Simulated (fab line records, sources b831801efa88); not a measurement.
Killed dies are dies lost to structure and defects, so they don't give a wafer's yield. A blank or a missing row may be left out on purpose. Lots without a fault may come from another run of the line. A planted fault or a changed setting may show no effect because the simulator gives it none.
fab line records | flow sfq_line
record lots=7 wafers=21 last_day=84
route steps=325 shown I6@270 M7@281
lots that met no fault: from a run of the same line without faults
start_h: hours from the record's first day to the start of the lot's first wafer shown | wait_h: hours since the lot's step before | " the same as in the row above | L1.1+2: a row that stands for several wafers | - no value, or no start given | * or withheld: withheld | < > ~ a bound
route shown NAME@n: a module of which the file shows steps, and the number in the route of the first | usual: mean/standard deviation of fault-free wafers | same: alike in all rows | chamber/n: place in a boat | sites: the reading at each site | _std_site: their standard deviation | _edge_site: outer sites' mean less inner sites' | radius_mm: how far each site lies from the wafer's centre | mask NAME#n: copy n | behind: the tool/chamber that last shaped the wafer | hold: why the lot was held/for how many hours/how that ended | device: the transistor (n, p or np) that didn't switch | end of line: the same wafers' tests at the end of the route | a step without rows: its recipe alone | killed: dies lost to structure and defects at the first sort, not the wafer's yield | map: a wafer's dies, x killed, . not, _ none there
set.NAME: the setting as run; set.NAME@STEP: as run at that earlier step | model.NAME: the simulator's own value behind a step, which no gauge read
lots at some steps of the route; a table a step, a row a wafer
services: from which hour (start_h, from the record's first day; less than 0 if before it) a tool's chamber was out of use, for how many hours, and why
## steps
# step SFQ_TRILAYER_I6_VIA_LITHO_COAT_174
# recipe resist=BARC spin_rpm=3000 resist_thk_nm=63.19
# step SFQ_TRILAYER_I6_VIA_LITHO_COAT_169
# recipe resist=KrF spin_rpm=3000 resist_thk_nm=650
# step SFQ_TRILAYER_I6_VIA_LITHO_SOFTBAKE_173
# recipe temp_c=withheld time_s=withheld resist=KrF
# step SFQ_TRILAYER_I6_VIA_LITHO_EXPOSE_170
# recipe mask_id=I6 na=0.6 source_shape=conventional sigma_outer=0.65 target_cd_nm=700 dose_mj=21.3
# step SFQ_TRILAYER_I6_VIA_LITHO_PEB_172
# recipe peb_temp_c=115 peb_time_s=60 resist=KrF
# step SFQ_TRILAYER_I6_VIA_LITHO_DEVELOP_171
# recipe time_s=60 resist=KrF
# step SFQ_I6_OVL_MEAS_942
# usual I6_OVL=0/6.8
# columns lot.wafer tool chamber start_h wait_h I6_OVL[nm]
L244.1 overlay-01 - 1680.81 0.1 -3
L244.5 " - " " 2
L244.6 " - " " -14
L245.1 overlay-01 - 1685.61 0.1 0
L245.2 " - " " -13
L245.4 " - " " -11
L252.1 overlay-02 - 1751.86 0.1 8
L252.3 " - " " 1
L252.5 " - " " 3
L255.2 overlay-01 - 1776.12 0.1 8
L255.3 " - " " -2
L255.5 " - " " -5
L258.2 overlay-02 - 1795.45 0.1 10
L258.3 " - " " 2
L258.5 " - " " 0
L261.1 overlay-01 - 1808.64 0.1 6
L261.2 " - " " 1
L261.3 " - " " 8
L264.4 overlay-01 - 1820.66 0.1 -9
L264.5 " - " " -8
L264.6 " - " " -12
# step SFQ_TRILAYER_I6_VIA_BARC_OPEN_VIA_ETCH_235
# recipe mask_material=PR chemistry=O2 target_depth_nm=125 target=BARC source_w=500 bias_w=80 pressure_mtorr=30 time_s=41.7
# usual drypump_motor_current_A=5.7/0.4 oes_product_au=0.691/0.0044 rf_fwd_power_W=495.1/1.8
# same time_s=41.7
# columns lot.wafer tool chamber start_h wait_h drypump_motor_current_A oes_product_au rf_fwd_power_W rf_hours_counter_h
L244.1 rie_diel-03 2 1680.85 0.0 5.7 0.687 493.7 14
L244.5 " 0 " " 5.8 0.693 490.2 -
L244.6 " 3 " " 5.9 0.691 491.9 -
L245.1 rie_diel-03 0 1685.65 0.0 5.8 0.688 493.1 1
L245.2 " 1 " " 6.0 0.698 495.6 15
L245.4 " 3 " " 5.9 0.691 495.8 13
L252.1 rie_diel-03 1 1751.90 0.0 5.9 0.687 496.3 16
L252.3 " 3 " " 5.9 0.688 495.2 14
L252.5 " 0 " " 5.8 0.691 491.3 -
L255.2 rie_diel-03 1 1776.15 0.0 5.9 0.690 498.3 16
L255.3 " 0 " " 5.8 0.690 495.5 2
L255.5 " 0 " " 5.9 0.685 490.9 -
L258.2 rie_diel-01 3 1795.48 0.0 5.1 0.691 496.7 17
L258.3 " 0 " " 5.7 0.696 493.5 19
L258.5 " 1 " " 5.1 0.692 492.3 -
L261.1 rie_diel-01 2 1808.68 0.0 5.1 0.695 497.1 17
L261.2 " 0 " " 5.8 0.694 495.6 19
L261.3 " 1 " " 5.1 0.697 497.2 20
L264.4 rie_diel-01 1 1820.68 0.0 5.1 0.692 496.5 21
L264.5 " 0 " " 5.8 0.694 493.5 -
L264.6 " 3 " " 5.1 0.686 497.4 -
# step SFQ_TRILAYER_I6_VIA_ETCH_VIA_ETCH_172
# recipe target=SiO2 stop_on=Nb mask_material=PR taper_deg=20 chemistry=CHF3 target_depth_nm=260 source_w=500 bias_w=80 pressure_mtorr=30 time_s=withheld
# usual drypump_motor_current_A=5.7/0.4 oes_product_au=0.854/0.0049 rf_fwd_power_W=498.2/1.5
# columns lot.wafer tool chamber start_h wait_h drypump_motor_current_A oes_product_au rf_fwd_power_W
L244.1 rie_diel-03 2 1680.89 0.0 5.7 0.853 497.3
L244.5 " 0 " " 5.8 0.852 497.7
L244.6 " 3 " " 5.9 0.851 498.3
L245.1 rie_diel-03 0 1685.69 0.0 5.8 0.853 493.3
L245.2 " 1 " " 6.0 0.853 496.9
L245.4 " 3 " " 5.9 0.846 499.6
L252.1 rie_diel-03 1 1751.94 0.0 6.0 0.849 497.4
L252.3 " 3 " " 5.9 0.851 499.8
L252.5 " 0 " " 5.8 0.848 498.3
L255.2 rie_diel-03 1 1776.19 0.0 6.0 0.854 499.9
L255.3 " 0 " " 5.8 0.855 495.3
L255.5 " 0 " " 5.8 0.862 494.0
L258.2 rie_diel-01 3 1795.52 0.0 5.1 0.843 500.0
L258.3 " 0 " " 5.8 0.851 498.5
L258.5 " 1 " " 5.1 0.846 496.3
L261.1 rie_diel-01 2 1808.72 0.0 5.1 0.854 500.4
L261.2 " 0 " " 5.8 0.851 495.8
L261.3 " 1 " " 5.0 0.860 496.7
L264.4 rie_diel-01 1 1820.72 0.0 5.1 0.854 498.9
L264.5 " 0 " " 5.8 0.860 496.6
L264.6 " 3 " " 5.1 0.860 497.4
# step SFQ_TRILAYER_I6_VIA_STRIP_STRIP_173
# recipe gas=O2 power_w=200 platen_temp_c=40 overash_fraction=0.65 chemistry=O2 pressure_mtorr=50
# usual drypump_motor_current_A=6.0/0.41 oes_product_au=0.996/0.009
# columns lot.wafer tool chamber start_h wait_h drypump_motor_current_A oes_product_au rf_hours_counter_h
L244.1 rie_metal-02 1 1681.00 - 5.4 0.978 47
L244.5 " 0 " " 6.7 1.000 -
L244.6 " 1 " " 5.4 0.985 -
L245.1 rie_metal-02 0 1685.80 - 6.7 0.998 52
L245.2 " 1 " " 5.4 0.978 47
L245.4 " 1 " " 5.4 0.981 -
L252.1 rie_metal-02 1 1752.05 - 5.5 0.977 56
L252.3 " 0 " " 6.7 0.993 -
L252.5 " 1 " " 5.4 0.992 -
L255.2 rie_metal-01 1 1776.30 - 6.2 0.993 131
L255.3 " 0 " " 5.9 1.005 -
L255.5 " 0 " " 5.9 1.002 -
L258.2 rie_metal-02 1 1795.63 - 5.4 0.990 60
L258.3 " 0 " " 6.7 1.006 -
L258.5 " 0 " " 6.7 1.002 -
L261.1 rie_metal-02 1 1808.83 - 5.5 0.997 61
L261.2 " 0 " " 6.7 0.994 66
L261.3 " 1 " " 5.4 0.984 -
L264.4 rie_metal-01 1 1821.03 - 6.2 0.982 -
L264.5 " 1 " " 6.2 0.975 -
L264.6 " 0 " " 5.9 0.989 -
# step SFQ_TRILAYER_I6_VIA_STRIP_SOLV_CLEAN_174
# recipe chemistry=NMP temp_c=70 time_s=600
# step SFQ_TRILAYER_M7_DEP_PRE_CLEAN_176
# recipe gas=Ar time_s=22.5 bias_v=250
# step SFQ_TRILAYER_M7_DEP_SPUTTER_175
# recipe material=Nb base_pressure_pa=1.33e-06 chamber_pressure_pa=0.1333 substrate_temp_c=20 target_thk_nm=200 power_w=2000 time_s=133.3
# usual throttle_valve_pct=30.5/1.2
# same time_s=133.3
# columns lot.wafer tool chamber start_h wait_h throttle_valve_pct
L244.1 pvd_sputter-04 - 1681.81 0.0 31.9
L244.5 " - " " 31.9
L244.6 " - " " 29.9
L245.1 pvd_sputter-05 - 1686.61 0.0 30.7
L245.2 " - " " 30.6
L245.4 " - " " 30.9
L245.1 pvd_sputter-05 - 1686.86 0.2 30.7
L245.2 " - " " 30.5
L245.4 " - " " 30.9
L252.1 pvd_sputter-04 - 1752.86 0.0 30.0
L252.3 " - " " 32.2
L252.5 " - " " 31.9
L252.1 pvd_sputter-04 - 1753.11 0.2 29.8
L252.3 " - " " 32.0
L252.5 " - " " 32.3
L255.2 pvd_sputter-05 - 1777.11 0.0 30.7
L255.3 " - " " 30.6
L255.5 " - " " 30.5
L255.2 pvd_sputter-05 - 1777.36 0.2 30.7
L255.3 " - " " 30.6
L255.5 " - " " 30.7
L258.2 pvd_sputter-03 - 1796.43 0.0 29.5
L258.3 " - " " 31.8
L258.5 " - " " 32.0
L261.1 pvd_sputter-03 - 1809.63 0.0 31.0
L261.2 " - " " 29.4
L261.3 " - " " 29.6
L264.4 pvd_sputter-03 - 1821.65 0.0 32.3
L264.5 " - " " 29.4
L264.6 " - " " 32.1
# step SFQ_M7_RS_MEAS_943
# recipe thk_meas_gauge=four-point-probe reads=Nb_of_TRILAYER_M7_DEP_SPUTTER_175
# usual M7_NB_RS=0.888/0.0097
# columns lot.wafer tool chamber start_h wait_h M7_NB_RS[ohm/sq]
L244.1 film_metro-04 - 1681.90 0.0 0.891
L244.5 " - " " 0.895
L244.6 " - " " 0.894
L245.1 film_metro-02 - 1686.96 0.0 0.439
L245.2 " - " " 0.437
L245.4 " - " " 0.443
L252.1 film_metro-04 - 1753.21 0.0 0.443
L252.3 " - " " 0.445
L252.5 " - " " 0.443
L255.2 film_metro-02 - 1777.48 0.1 0.436
L255.3 " - " " 0.432
L255.5 " - " " 0.435
L258.2 film_metro-01 - 1796.54 0.1 0.858
L258.3 " - " " 0.878
L258.5 " - " " 0.879
L261.1 film_metro-01 - 1809.72 0.0 0.897
L261.2 " - " " 0.895
L261.3 " - " " 0.886
L264.4 film_metro-04 - 1821.80 0.1 0.892
L264.5 " - " " 0.893
L264.6 " - " " 0.896
# step SFQ_TRILAYER_M7_LITHO_COAT_182
# recipe resist=BARC spin_rpm=3000 resist_thk_nm=62
# step SFQ_TRILAYER_M7_LITHO_COAT_177
# recipe resist=KrF spin_rpm=3000 resist_thk_nm=600
# step SFQ_TRILAYER_M7_LITHO_SOFTBAKE_181
# recipe temp_c=withheld time_s=withheld resist=KrF
# step SFQ_TRILAYER_M7_LITHO_EXPOSE_178
# recipe mask_id=M7 na=0.6 source_shape=conventional sigma_outer=0.65 target_cd_nm=500 dose_mj=14.4
# step SFQ_TRILAYER_M7_LITHO_PEB_180
# recipe peb_temp_c=115 peb_time_s=60 resist=KrF
# step SFQ_TRILAYER_M7_LITHO_DEVELOP_179
# recipe time_s=60 resist=KrF
# step SFQ_M7_OVL_MEAS_945
# usual M7_OVL=0/5.6
# columns lot.wafer tool chamber start_h wait_h M7_OVL[nm]
L244.1 overlay-02 - 1754.39 0.1 -1
L244.5 " - " " -2
L244.6 " - " " -3
L245.1 overlay-02 - 1760.51 0.1 8
L245.2 " - " " -4
L245.4 " - " " -2
L252.1 overlay-02 - 1854.10 0.1 1
L252.3 " - " " 7
L252.5 " - " " 3
L255.2 overlay-02 - 1875.83 0.1 14
L255.3 " - " " 10
L255.5 " - " " 8
L258.2 overlay-02 - 1903.43 0.1 1
L258.3 " - " " 5
L258.5 " - " " -1
L261.1 overlay-02 - 1914.35 0.1 2
L261.2 " - " " 9
L261.3 " - " " 6
L264.4 overlay-01 - 1925.17 0.1 4
L264.5 " - " " 1
L264.6 " - " " -1
# step SFQ_TRILAYER_M7_BARC_OPEN_METAL_ETCH_229
# recipe mask_material=PR chemistry=O2 target_depth_nm=125 target=BARC icp_w=577.1 bias_w=80 pressure_mtorr=10 time_s=41.7
# usual drypump_motor_current_A=5.9/0.46 oes_product_au=0.686/0.0048 rf_fwd_power_W=569/3
# same time_s=41.7
# columns lot.wafer tool chamber start_h wait_h drypump_motor_current_A oes_product_au rf_fwd_power_W rf_hours_counter_h
L244.1 rie_metal-01 0 1754.43 0.0 5.9 0.678 571 68
L244.5 " 0 " " 5.9 0.689 570 -
L244.6 " 1 " " 6.2 0.689 566 -
L245.1 rie_metal-03 0 1760.55 0.0 5.1 0.690 567 125
L245.2 " 1 " " 6.0 0.683 572 98
L245.4 " 1 " " 6.0 0.690 574 -
L252.1 rie_metal-02 0 1854.14 0.0 6.7 0.683 566 72
L252.3 " 1 " " 5.4 0.683 573 -
L252.5 " 0 " " 6.7 0.683 567 -
L255.2 rie_metal-01 1 1875.86 0.0 6.2 0.679 572 7
L255.3 " 0 " " 5.9 0.688 569 -
L255.5 " 1 " " 6.2 0.678 568 -
L258.2 rie_metal-01 0 1903.46 0.0 6.0 0.687 573 87
L258.3 " 1 " " 6.2 0.688 568 -
L258.5 " 1 " " 6.2 0.679 570 -
L261.1 rie_metal-03 0 1914.39 0.0 5.1 0.684 567 12
L261.2 " 1 " " 6.0 0.684 573 116
L261.3 " 0 " " 5.1 0.682 567 -
L264.4 rie_metal-03 0 1925.21 0.0 5.1 0.689 566 -
L264.5 " 1 " " 6.0 0.683 574 -
L264.6 " 0 " " 5.1 0.682 567 -
# step SFQ_TRILAYER_M7_ETCH_METAL_ETCH_180
# recipe target=Nb stop_on=SiO2 mask_material=PR chemistry=Cl2/Ar target_depth_nm=240 icp_w=600 bias_w=80 pressure_mtorr=10 time_s=120
# usual drypump_motor_current_A=5.9/0.46 oes_product_au=0.895/0.0082 rf_fwd_power_W=595.9/2
# same time_s=120
# columns lot.wafer tool chamber start_h wait_h drypump_motor_current_A oes_product_au rf_fwd_power_W rf_hours_counter_h model.M7.feature_depth_nm model.etch.depth_nm
L244.1 rie_metal-01 0 1754.51 0.1 5.9 0.889 597.6 68 199.8 199.8
L244.5 " 0 " " 5.9 0.891 597.4 - 198.7 198.7
L244.6 " 1 " " 6.2 0.882 596.7 - 198.9 198.9
L245.1 rie_metal-03 0 1760.61 0.0 5.2 1.010 595.2 125 244.8 244.8
L245.2 " 1 " " 5.9 1.001 595.4 98 241.2 241.2
L245.4 " 1 " " 6.0 1.003 595.0 - 239.8 239.8
L252.1 rie_metal-02 0 1854.20 0.0 6.7 1.006 594.5 72 241.9 241.9
L252.3 " 1 " " 5.4 0.979 594.7 - 234.3 234.3
L252.5 " 0 " " 6.6 0.998 596.9 - 240.3 240.3
L255.2 rie_metal-01 1 1875.92 0.0 6.2 0.987 591.7 7 235.3 235.3
L255.3 " 0 " " 5.9 0.991 598.0 - 236.7 236.7
L255.5 " 1 " " 6.2 0.998 594.4 - 235.9 235.9
L258.2 rie_metal-01 0 1903.52 0.0 5.9 0.922 598.0 87 207.5 207.5
L258.3 " 1 " " 6.2 0.904 595.7 - 202.8 202.8
L258.5 " 1 " " 6.2 0.901 596.2 - 202.4 202.4
L261.1 rie_metal-03 0 1914.45 0.0 5.2 0.888 597.0 12 198.7 198.7
L261.2 " 1 " " 6.0 0.885 597.0 117 198.6 198.6
L261.3 " 0 " " 5.2 0.900 598.4 - 200.9 200.9
L264.4 rie_metal-03 0 1925.29 0.1 5.2 0.889 593.4 - 199.2 199.2
L264.5 " 1 " " 5.9 0.887 599.4 - 199.7 199.7
L264.6 " 0 " " 5.1 0.897 592.3 - 198.3 198.3
# step SFQ_TRILAYER_M7_STRIP_STRIP_181
# recipe gas=O2 power_w=200 platen_temp_c=40 overash_fraction=0.65 chemistry=O2 pressure_mtorr=50
# usual drypump_motor_current_A=5.9/0.46 oes_product_au=0.997/0.0084
# columns lot.wafer tool chamber start_h wait_h drypump_motor_current_A oes_product_au rf_hours_counter_h
L244.1 rie_metal-01 0 1754.67 0.1 6.0 1.007 68
L244.5 " 0 " " 5.9 0.998 -
L244.6 " 1 " " 6.2 0.998 -
L245.1 rie_metal-03 0 1760.74 0.1 5.2 1.007 125
L245.2 " 1 " " 6.0 1.013 99
L245.4 " 1 " " 6.0 1.008 -
L252.1 rie_metal-02 0 1854.32 0.1 6.7 0.992 72
L252.3 " 1 " " 5.4 0.990 -
L252.5 " 0 " " 6.7 1.010 -
L255.2 rie_metal-01 1 1876.05 0.1 6.2 0.982 7
L255.3 " 0 " " 6.0 0.986 -
L255.5 " 1 " " 6.1 0.986 -
L258.2 rie_metal-01 0 1903.65 0.1 5.9 0.996 87
L258.3 " 1 " " 6.2 1.005 -
L258.5 " 1 " " 6.2 0.996 -
L261.1 rie_metal-03 0 1914.57 0.1 5.2 1.010 12
L261.2 " 1 " " 6.0 1.001 117
L261.3 " 0 " " 5.1 1.002 -
L264.4 rie_metal-03 0 1925.57 0.2 5.2 1.006 -
L264.5 " 1 " " 6.0 1.005 -
L264.6 " 0 " " 5.1 1.002 -
## services
# columns tool chamber start_h hours kind
rie_diel-01 - 1671.37 1.3 repair
rie_metal-03 0 1671.49 21.4 repair
rie_diel-01 2 1690.87 1.4 repair
rie_metal-03 0 1703.34 18.9 repair
pvd_sputter-05 - 1704.98 7.5 repair
pvd_sputter-05 - 1737.16 18.5 repair
rie_diel-01 2 1744.61 7.9 repair
rie_diel-01 3 1752.91 2.7 repair
rie_diel-03 2 1783.03 3.3 repair
rie_metal-01 1 1785.09 - clean
rie_metal-01 1 1785.09 - consumable_replace:esc
rie_metal-01 1 1785.09 - consumable_replace:focus_ring
rie_metal-01 1 1785.09 21.9 scheduled_down
rie_metal-01 1 1785.09 21.9 vent_cycle
pvd_sputter-03 - 1794.58 1.3 repair
rie_diel-01 3 1815.16 1.3 repair
pvd_sputter-04 - 1816.07 0.5 repair
rie_diel-01 1 1823.23 7.5 repair
rie_diel-01 0 1833.46 9.9 repair
rie_diel-03 3 1856.29 12.8 repair
rie_diel-03 1 1870.30 2.6 repair
rie_diel-03 2 1885.53 1.4 repair
pvd_sputter-03 - 1898.93 4.1 repair
pvd_sputter-03 - 1916.73 5.1 repair
## key
first_sign step=SFQ_TRILAYER_M7_DEP_SPUTTER_175 reading=visit direction=added
effect step=SFQ_M7_RS_MEAS_943 reading=M7_NB_RS direction=down sigmas=46 usual=0.888 struck=0.439
effect step=SFQ_TRILAYER_M7_ETCH_METAL_ETCH_180 reading=oes_product_au direction=up sigmas=12 usual=0.895 struck=0.997
model_effect step=SFQ_TRILAYER_M7_ETCH_METAL_ETCH_180 value=M7.feature_depth_nm without=200.9 struck=238.9
met_at SFQ_TRILAYER_M7_DEP_SPUTTER_175
struck_wafers L245.1,L245.2,L245.4,L252.1,L252.3,L252.5,L255.2,L255.3,L255.5
fault kind=repeated_step_whole tool=pvd_sputter-03,pvd_sputter-04,pvd_sputter-05 chamber=- onset_h=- steps=SFQ_TRILAYER_M7_DEP_SPUTTER_175 times=1 scope=struck_lots_only
